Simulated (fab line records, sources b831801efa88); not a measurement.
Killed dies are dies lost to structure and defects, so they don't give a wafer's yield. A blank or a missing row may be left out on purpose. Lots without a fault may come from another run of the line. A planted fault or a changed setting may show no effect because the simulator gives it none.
fab line records | flow sfq_line
record lots=14 wafers=38 last_day=92
route steps=325 shown I2@104
lots that met no fault: from a run of the same line without faults
start_h: hours from the record's first day to the start of the lot's first wafer shown | wait_h: hours since the lot's step before | " the same as in the row above | L1.1+2: a row that stands for several wafers | - no value, or no start given | * or withheld: withheld | < > ~ a bound
route shown NAME@n: a module of which the file shows steps, and the number in the route of the first | usual: mean/standard deviation of fault-free wafers | same: alike in all rows | chamber/n: place in a boat | sites: the reading at each site | _std_site: their standard deviation | _edge_site: outer sites' mean less inner sites' | radius_mm: how far each site lies from the wafer's centre | mask NAME#n: copy n | behind: the tool/chamber that last shaped the wafer | hold: why the lot was held/for how many hours/how that ended | device: the transistor (n, p or np) that didn't switch | end of line: the same wafers' tests at the end of the route | a step without rows: its recipe alone | killed: dies lost to structure and defects at the first sort, not the wafer's yield | map: a wafer's dies, x killed, . not, _ none there
set.NAME: the setting as run; set.NAME@STEP: as run at that earlier step | model.NAME: the simulator's own value behind a step, which no gauge read
steps of the route over a sample of lots; a table a step, a row a wafer
services: from which hour (start_h, from the record's first day; less than 0 if before it) a tool's chamber was out of use, for how many hours, and why
## steps
# step SFQ_TRILAYER_I2_CMP_CMP_064
# recipe material=SiO2 down_force_psi=3 platen_rpm=60 pad_velocity_m_s=0.94248
# usual motor_current_A=10.4/1.3 time_to_endpoint_s=215/6.8
# columns lot.wafer tool chamber start_h wait_h motor_current_A time_to_endpoint_s
L893.1 cmp-02 1 854.38 2.3 13.1 229
L893.3 " 2 " " 10.2 219
L893.6 " 0 855.88 3.8 8.9 224
L894.3 cmp-02 0 856.88 1.1 8.9 208
L894.2 " 2 857.88 2.1 10.6 205
L894.4 " 3 " " 10.2 201
L895.2 cmp-01 3 858.08 1.2 10.2 208
L895.3 " 0 " " 10.1 211
L895.5 " 0 860.58 3.7 9.4 222
L896.4 cmp-02 3 868.97 0.5 10.4 214
L896.3 " 1 869.97 1.5 12.3 211
L896.6 " 3 870.97 2.5 10.5 208
L899.1 cmp-02 0 895.28 0.0 8.8 211
L899.5 " 1 897.78 2.5 13.4 261
L900.2 cmp-02 1 919.92 0.5 12.2 245
L900.1 " 2 " " 9.6 214
L902.4 cmp-02 1 930.51 1.0 13.7 224
L907.3 cmp-01 1 939.92 1.9 11.2 215
L907.1 " 2 " " 9.8 221
L907.5 " 1 941.92 3.8 10.5 220
L908.3 cmp-01 0 942.92 2.7 9.9 205
L908.5 " 3 944.42 4.1 9.8 205
L908.6 " 0 " " 10.0 208
L909.3 cmp-01 1 946.42 2.6 10.1 212
L909.4 " 2 " " 10.1 215
L909.5 " 3 " " 9.9 215
L911.1 cmp-01 0 948.42 2.0 10.0 204
L911.3 " 3 949.92 3.5 9.9 201
L911.5 " 1 950.92 4.4 10.5 218
L912.4 cmp-01 1 951.92 3.2 10.7 222
L912.1 " 3 952.92 4.3 10.1 212
L912.5 " 0 " " 9.9 219
L914.3 cmp-01 0 954.42 2.2 10.1 203
L914.2 " 1 " " 11.0 211
L914.4 " 3 955.92 3.6 9.3 200
L916.2 cmp-01 2 961.92 3.7 10.2 218
L916.5 " 3 " " 10.0 218
L916.6 " 0 " " 10.0 215
# step SFQ_TRILAYER_I2_METRO_MEASURE_065
# usual thk_nm=199.9/1
# columns lot.wafer tool chamber start_h wait_h thk_nm
L893.1 film_metro-04 - 857.00 0.1 199.5
L893.3 " - " " 200.0
L893.6 " - " " 199.0
L894.2 film_metro-04 - 860.20 0.3 199.5
L894.3 " - " " 199.5
L894.4 " - " " 200.5
L895.2 film_metro-02 - 861.40 0.3 199.9
L895.3 " - " " 201.0
L895.5 " - " " 199.3
L896.3 film_metro-04 - 871.99 0.5 201.4
L896.4 " - " " 199.2
L896.6 " - " " 199.4
L899.1 film_metro-02 - 898.40 0.1 199.4
L899.5 " - " " 151.0
L900.1 film_metro-04 - 922.54 0.1 198.9
L900.2 " - " " 148.3
L902.4 film_metro-04 - 933.23 0.6 200.9
L907.1 film_metro-03 - 942.54 0.1 199.9
L907.3 " - " " 200.2
L907.5 " - " " 200.7
L908.3 film_metro-02 - 945.94 0.5 198.1
L908.5 " - " " 198.0
L908.6 " - " " 199.1
L909.3 film_metro-04 - 948.94 0.5 199.7
L909.4 " - " " 199.9
L909.5 " - " " 198.8
L911.1 film_metro-03 - 951.54 0.1 197.6
L911.3 " - " " 199.1
L911.5 " - " " 201.1
L912.1 film_metro-02 - 954.54 0.1 200.2
L912.4 " - " " 200.7
L912.5 " - " " 199.1
L914.2 film_metro-04 - 957.74 0.3 200.2
L914.3 " - " " 200.4
L914.4 " - " " 199.1
L916.2 film_metro-02 - 963.74 0.3 201.8
L916.5 " - " " 199.6
L916.6 " - " " 200.1
# step SFQ_TRILAYER_I2_VIA_ETCH_VIA_ETCH_070
# recipe target=SiO2 stop_on=Nb mask_material=PR taper_deg=20 chemistry=CHF3 target_depth_nm=260 source_w=500 bias_w=80 pressure_mtorr=30 time_s=withheld
# usual chamber_pressure_mTorr=29.999/0.027 drypump_motor_current_A=5.6/0.62 oes_product_au=0.854/0.0048
# columns lot.wafer tool chamber start_h wait_h chamber_pressure_mTorr drypump_motor_current_A oes_product_au
L893.1 rie_diel-01 2 999.26 0.0 29.987 6.8 0.852
L893.3 " 3 " " 30.005 5.3 0.862
L893.6 " 1 " " 29.962 5.5 0.856
L894.2 rie_diel-03 3 1005.26 0.0 30.043 4.7 0.849
L894.3 " 1 " " 29.921 5.0 0.846
L894.4 " 2 " " 30.026 5.7 0.855
L895.2 rie_diel-02 3 1006.46 0.0 29.997 5.9 0.853
L895.3 " 0 " " 29.998 5.5 0.853
L895.5 " 0 " " 30.008 5.5 0.847
L896.3 rie_diel-03 1 1017.26 0.0 30.031 5.0 0.857
L896.4 " 3 " " 30.005 4.7 0.855
L896.6 " 3 " " 30.011 4.7 0.849
L899.1 rie_diel-01 2 1050.99 0.0 29.954 6.9 0.858
L899.5 " 3 " " 30.019 5.3 0.742
L900.1 rie_diel-02 2 1072.59 0.0 29.963 5.0 0.854
L900.2 " 0 " " 29.971 5.5 0.735
L902.4 rie_diel-02 3 1082.27 0.0 30.019 5.8 0.861
L907.1 rie_diel-01 3 1090.67 0.0 30.037 5.3 0.851
L907.3 " 0 " " 29.968 5.6 0.853
L907.5 " 3 " " 29.970 5.3 0.862
L908.3 rie_diel-02 1 1093.07 0.0 30.005 5.0 0.853
L908.5 " 0 " " 29.977 5.5 0.846
L908.6 " 3 " " 29.986 5.8 0.856
L909.3 rie_diel-03 2 1094.27 0.0 30.053 5.7 0.852
L909.4 " 2 " " 29.977 5.8 0.855
L909.5 " 0 " " 30.016 6.5 0.852
L911.1 rie_diel-01 0 1101.69 0.0 29.989 5.6 0.841
L911.3 " 2 " " 29.984 6.9 0.845
L911.5 " 2 " " 30.008 6.8 0.852
L912.1 rie_diel-02 0 1104.09 0.0 30.013 5.5 0.848
L912.4 " 1 " " 30.015 5.0 0.855
L912.5 " 0 " " 29.945 5.5 0.858
L914.2 rie_diel-01 3 1106.49 0.0 30.020 5.3 0.860
L914.3 " 1 " " 30.009 5.5 0.857
L914.4 " 0 " " 29.988 5.7 0.853
L916.2 rie_diel-01 1 1112.49 0.0 29.965 5.5 0.859
L916.5 " 0 " " 30.001 5.7 0.852
L916.6 " 3 " " 30.015 5.3 0.857
## services
# columns tool chamber start_h hours kind
rie_diel-02 - 839.12 0.1 repair
film_metro-02 - 862.40 1.4 pm
rie_diel-01 - 870.32 14.6 pm
cmp-02 - 877.30 1.9 repair
rie_diel-01 2 888.72 1.5 repair
film_metro-04 - 889.45 1.3 pm
rie_diel-02 - 890.56 2.8 pm
rie_diel-02 0 913.69 1.3 repair
cmp-01 - 919.01 4.0 pm
film_metro-02 - 922.38 0.9 pm
film_metro-04 - 934.14 0.5 pm
film_metro-02 - 939.21 2.2 pm
rie_diel-02 0 956.45 31.2 repair
rie_diel-01 3 961.02 2.7 repair
rie_diel-02 3 963.26 1.5 repair
film_metro-04 - 989.06 0.9 pm
cmp-01 - 1016.66 2.3 repair
cmp-02 - 1029.69 11.7 repair
cmp-02 - 1032.99 2.6 repair
cmp-01 - 1053.41 4.4 repair
cmp-01 - 1078.10 1.7 repair
rie_diel-01 - 1086.99 0.1 repair
cmp-02 - 1093.48 4.0 pm
film_metro-02 - 1108.23 0.3 pm
## key
first_sign step=SFQ_TRILAYER_I2_CMP_CMP_064 reading=time_to_endpoint_s direction=up sigmas=5.6 usual=* struck=*
effect step=SFQ_TRILAYER_I2_METRO_MEASURE_065 reading=thk_nm direction=down sigmas=49 usual=199.9 struck=149.7
effect step=SFQ_TRILAYER_I2_VIA_ETCH_VIA_ETCH_070 reading=oes_product_au direction=down sigmas=24 usual=0.854 struck=0.739
met_at SFQ_TRILAYER_I2_CMP_CMP_064
struck_lots L899,L900
struck_wafers L899.5,L900.2
onset_between 868.97 895.28
fault kind=process_parameter_drift tool=cmp-02 chamber=- onset_h=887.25 steps=SFQ_TRILAYER_I2_CMP_CMP_064 channel=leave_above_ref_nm offset=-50 shape=step end_h=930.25 scope=struck_wafers_only acts_in=these_recipes_only stated=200
